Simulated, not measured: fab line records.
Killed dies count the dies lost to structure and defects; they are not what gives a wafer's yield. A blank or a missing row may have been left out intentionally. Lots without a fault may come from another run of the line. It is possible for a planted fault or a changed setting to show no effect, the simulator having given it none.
Problem report, 8D (eight disciplines) form, completed by code || flow gf180mcu || the parts of the form that need people (team, actions taken, sign-off) are left out

== 1. THE PROBLEM ==
Wafers without a fault read 219.6 nm, standard deviation 1.4; cd-nm at GF_CONTACT_CD_MEAS_14 reads a mean of 197.9 nm on 6 wafers belonging to 2 lots. That puts it -15 standard deviations away from the usual mean.
The step: target cd 220 nm.
First seen on wafer L973.3, day 22 08:17, on cd-sem-02. Wafers with a number at this step in the record: 42, from 14 lots. Rule for "out", or "out of limits": more than 4 standard deviations from the usual mean. The rest of the wafers with a number are treated as sound.

== 2. WHAT IT IS AND WHAT IT IS NOT ==
{"question": "which readings at this step", "is": "cd-nm", "is not": "-"}
{"question": "which lots", "is": "L973, L974", "is not": "L957, L958, L959, L960, L961, L963, L964, L965, L966, L967, L968, L975"}
{"question": "which wafers of those lots", "is": "all that have a number", "is not": "-"}
{"question": "read on which gauges", "is": "cd-sem-02", "is not": "cd-sem-01"}
{"question": "when", "is": "from day 22 08:17", "is not": "up to then (33 sound wafers); but 3 sound wafers of L975 came after"}

== 3. THE SUSPECTS, EACH WITH WHAT RULES IT OUT ==
Counting: any tool at a process step up to the reading is kept as a suspect provided that every lot that is out went through it and no sound lot did after the first of them.
- the gauge at GF_CONTACT_CD_MEAS_14: kept. All the wafers that are out were read on cd-sem-02, and no step on other tools shows them out.
- rtp-anneal-01 at GF_SALICIDE_RTA_06 (time 30 s): kept. Every lot that is out went through it, starting with L973 (day 21 07:20), and after that it ran no sound lot; the last sound lot it ran before then is L968 (day 19 14:31).
- cmp-01 at GF_CONTACT_CMP_04 (polishes SiO2): ruled out as a lasting fault. The sound lots L975 went through it after L973, its earliest lot that is out (day 21 07:53).
- krf-scanner-02 at GF_CONTACT_EXPOSE_11 (exposes mask Contact, target cd 220 nm): kept. Every lot that is out went through it, starting with L973 (day 21 20:40), and after that it ran no sound lot; the last sound lot it ran before then is L968 (day 20 03:50).
rtp-anneal-01 at GF_SALICIDE_RTA_06, krf-scanner-02 at GF_CONTACT_EXPOSE_11 and cd-sem-02 at GF_CONTACT_CD_MEAS_14 are what is left after counting.

== 4. THE CAUSE (what the simulator had put in) ==
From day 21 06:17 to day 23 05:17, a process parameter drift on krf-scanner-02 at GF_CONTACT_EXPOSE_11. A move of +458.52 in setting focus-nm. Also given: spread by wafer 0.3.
Of the 3 suspects that counting leaves, this tool is one.

== 5. THE CHAIN OF EFFECTS, in route order ==
Rows list readings where the struck wafers' mean (over those with a number) sits beyond 3 standard deviations from the usual. Only readings for which the record gives a usual standard deviation are gone through. hours: the time from each lot's start at the first step in this table that gives one to its start at this step, as a median over the lots. sigmas: the change in usual standard deviations.
{"hours": 0, "step": "GF_CONTACT_CD_MEAS_14", "reading": "cd-nm", "usual": "219.6 nm", "on struck wafers": 197.9, "change": -21.7, "sigmas": -15}

== 6. WHAT WOULD HAVE CAUGHT IT SOONER ==
In this record the first reading out of limits at a measuring or inspecting step was taken at day 22 08:17, 26 hours after the fault began at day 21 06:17.
Each of the lots that are out, 2 in all, had begun GF_CONTACT_EXPOSE_11 on krf-scanner-02 no later than day 22 08:17. None of them would have been spared by holding the tool at that moment.
